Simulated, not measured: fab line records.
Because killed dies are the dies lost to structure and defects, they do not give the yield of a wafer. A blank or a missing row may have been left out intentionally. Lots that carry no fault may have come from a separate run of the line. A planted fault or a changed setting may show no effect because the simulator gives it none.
What tool caused it? ; flow sky130 ; 6 lots, 18 wafers sampled, at 2 steps of a route of 708

== WHAT THE GAUGES READ, wafer by wafer ==
SKY_VT_ADJUST_HVTP_TW_MEAS_11.
lot;measured;on;VT_ADJUST_HVTP_TW
L497;day 6 07:40;film_metro-02;1358 1355 1363
L502;day 7 04:07;film_metro-01;1360 1361 1364
L505;day 8 06:30;film_metro-01;1363 1375 1367
L508;day 9 01:34;film_metro-02;1365 1357 1364
L510;day 9 17:32;film_metro-04;1356 1358 1351
L518;day 11 12:58;film_metro-04;973 977 969

== WHICH TOOL RAN EACH LOT (tool, then ch and the chambers of the sampled wafers, then the start) ==
lot;SKY_VT_ADJUST_HVTP_IMPLANT_09
L497;implanter-04 ch 0, day 6 07:24
L502;implanter-01 ch 0, day 7 03:53
L505;implanter-01 ch 0, day 8 06:15
L508;implanter-04 ch 0, day 9 01:19
L510;implanter-01 ch 0, day 9 17:17
L518;implanter-01 ch 0, day 11 12:44
- SKY_VT_ADJUST_HVTP_IMPLANT_09

== THE ANSWER, worked out from the rows above alone ==
Rule: the lots themselves supply what counts as usual. Put in order of their means at a reading, lots are off if they are a third of the lots or fewer, leave a main group of 4 or more, and stand apart from it by a gap of 3 or more times the standard deviation of the main group's means; of several such gaps the widest counts. The tables above print the reading to a certain number of digits; a main group whose means all agree to those digits is not used. A lot without any number at a reading at which 4 lots or more have one is off too. All remaining lots with rows at the step are treated as sound.
Off: L518, seen at SKY_VT_ADJUST_HVTP_TW_MEAS_11 (VT_ADJUST_HVTP_TW). Main group: mean 1361, sd 4.4.
A tool fits if, at a process step before that reading, it ran every lot that is off, and no sound lot after the first of them. Gauges at SKY_VT_ADJUST_HVTP_TW_MEAS_11: tried the same way as those tools. This does not decide it: 2 tools fit, namely implanter-01 at SKY_VT_ADJUST_HVTP_IMPLANT_09 and film_metro-04 at SKY_VT_ADJUST_HVTP_TW_MEAS_11.

== WHAT HAD BEEN PUT IN BY THE SIMULATOR ==
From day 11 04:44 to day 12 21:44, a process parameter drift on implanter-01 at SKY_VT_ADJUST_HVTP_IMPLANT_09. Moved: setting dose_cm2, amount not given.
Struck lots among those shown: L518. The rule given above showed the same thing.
